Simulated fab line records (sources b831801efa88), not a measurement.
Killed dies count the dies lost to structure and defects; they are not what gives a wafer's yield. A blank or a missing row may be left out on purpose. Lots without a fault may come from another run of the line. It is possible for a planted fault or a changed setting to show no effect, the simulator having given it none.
Which tool is to blame? | flow gf180mcu | 14 lots, 42 wafers sampled, at 3 steps of a route of 602

WHAT THE GAUGES READ, wafer by wafer
GF_CONTACT_BOW_MEAS_05.
lot  | measured     | on            | CONTACT_BOW (um)
L204 | day 15 03:08 | film metro-01 | 56 67 62
L206 | day 15 23:55 | film metro-01 | 65 65 53
L208 | day 16 15:16 | film metro-01 | 57 72 68
L209 | day 16 19:41 | film metro-02 | 75 65 66
L210 | day 17 10:02 | film metro-01 | 64 67 56
L211 | day 17 17:33 | film metro-02 | 66 83 69
L212 | day 18 03:00 | film metro-03 | 68 59 62
L214 | day 18 22:29 | film metro-03 | 68 68 60
L215 | day 19 04:41 | film metro-03 | 72 79 74
L216 | day 19 14:50 | film metro-01 | 78 72 65
L217 | day 19 21:40 | film metro-01 | 66 59 75
L225 | day 22 13:10 | film metro-02 | 55 67 61
L226 | day 23 02:29 | film metro-02 | 68 62 62
L227 | day 23 09:35 | film metro-03 | 65 69 69

WHAT TOOL EACH LOT RAN ON (gives the tool, then ch and the chambers of the sampled wafers, and finally the start)
lot  | GF_SALICIDE_SPUTTER_03       | GF_SALICIDE_RTA_08
L204 | pvd sputter-02, day 15 02:05 | rtp anneal-02 ch 0, day 15 02:30
L206 | pvd sputter-04, day 15 22:52 | rtp anneal-01 ch 0, day 15 23:16
L208 | pvd sputter-02, day 16 14:11 | rtp anneal-01 ch 0, day 16 14:38
L209 | pvd sputter-04, day 16 18:39 | rtp anneal-02 ch 0, day 16 19:02
L210 | pvd sputter-02, day 17 09:00 | rtp anneal-01 ch 0, day 17 09:24
L211 | pvd sputter-04, day 17 16:29 | rtp anneal-02 ch 0, day 17 16:55
L212 | pvd sputter-03, day 18 01:54 | rtp anneal-01 ch 0, day 18 02:18
L214 | pvd sputter-03, day 18 21:26 | rtp anneal-02 ch 0, day 18 21:51
L215 | pvd sputter-02, day 19 03:39 | rtp anneal-01 ch 0, day 19 04:04
L216 | pvd sputter-04, day 19 13:48 | rtp anneal-01 ch 0, day 19 14:12
L217 | pvd sputter-02, day 19 20:35 | rtp anneal-01 ch 0, day 19 21:01
L225 | pvd sputter-03, day 22 12:08 | rtp anneal-02 ch 0, day 22 12:32
L226 | pvd sputter-03, day 23 01:00 | rtp anneal-02 ch 0, day 23 01:24
L227 | pvd sputter-02, day 23 08:26 | rtp anneal-01 ch 0, day 23 08:54
- GF_SALICIDE_SPUTTER_03: material TiN, target thk 20 nm, time 16.7 s.
- GF_SALICIDE_RTA_08: time 30 s.

AS READ BY THE TOOLS THEMSELVES (means over the sampled wafers that have a number; for cases with no such wafer, the mark the record gives instead)
GF_SALICIDE_SPUTTER_03.
lot  | tool           | throttle valve pct (%)
L204 | pvd sputter-02 | 30.2
L206 | pvd sputter-04 | 30.3
L208 | pvd sputter-02 | 30.7
L209 | pvd sputter-04 | 30.0
L210 | pvd sputter-02 | 30.6
L211 | pvd sputter-04 | 30.2
L212 | pvd sputter-03 | 30.3
L214 | pvd sputter-03 | 30.1
L215 | pvd sputter-02 | 30.4
L216 | pvd sputter-04 | 30.1
L217 | pvd sputter-02 | 30.3
L225 | pvd sputter-03 | 29.7
L226 | pvd sputter-03 | 30.6
L227 | pvd sputter-02 | 30.0

GF_SALICIDE_RTA_08.
lot  | tool          | chamber o2 ppm | lamp power pct (%) | wafer_temp_C_max
L204 | rtp anneal-02 | 1.986          | 15.7               | 807.3
L206 | rtp anneal-01 | 1.997          | 16.8               | 801.6
L208 | rtp anneal-01 | 2.014          | 16.8               | 802.4
L209 | rtp anneal-02 | 1.993          | 15.8               | 806.5
L210 | rtp anneal-01 | 2.002          | 16.8               | 802.2
L211 | rtp anneal-02 | 2.013          | 15.8               | 806.5
L212 | rtp anneal-01 | 2.001          | 16.8               | 801.7
L214 | rtp anneal-02 | 1.992          | 15.7               | 806.6
L215 | rtp anneal-01 | 2.000          | 16.8               | 802.2
L216 | rtp anneal-01 | 1502.000       | 16.8               | 801.6
L217 | rtp anneal-01 | 1502.000       | 16.8               | 801.7
L225 | rtp anneal-02 | 2.003          | 15.8               | 806.6
L226 | rtp anneal-02 | 1.991          | 15.7               | 806.7
L227 | rtp anneal-01 | 1.985          | 16.8               | 802.1

THE ANSWER, worked out from the rows above alone
Rule: the usual values come from the lots themselves. The widest of any qualifying gaps counts: lots, ordered by their means at a reading, are off when they make up no more than a third of the lots, leave a main group of 4 or more, and stand apart from it by 3 or more times the standard deviation of that group's means. A main group whose means are all the same, to the digits that the tables above print for the reading, isn't used. A lot without any number at a reading at which 4 lots or more have one is off too. All remaining lots with rows at the step are treated as sound. The gauges are gone through in route order, then the tools' own readings, and for those a lot's mean is taken as printed above. The first step at which some lot is off is used, and at that step the reading that is off furthest; a lot without a number counts as furthest.
Off, at GF_SALICIDE_RTA_08 on chamber o2 ppm: L216, L217. The main group: mean 1.998, standard deviation 0.0089.
A tool fits if, at that step or a process step before it, it ran every lot that is off, and no sound lot after the first of them. No candidate that was tried fits.

WHAT HAD BEEN PUT IN BY THE SIMULATOR
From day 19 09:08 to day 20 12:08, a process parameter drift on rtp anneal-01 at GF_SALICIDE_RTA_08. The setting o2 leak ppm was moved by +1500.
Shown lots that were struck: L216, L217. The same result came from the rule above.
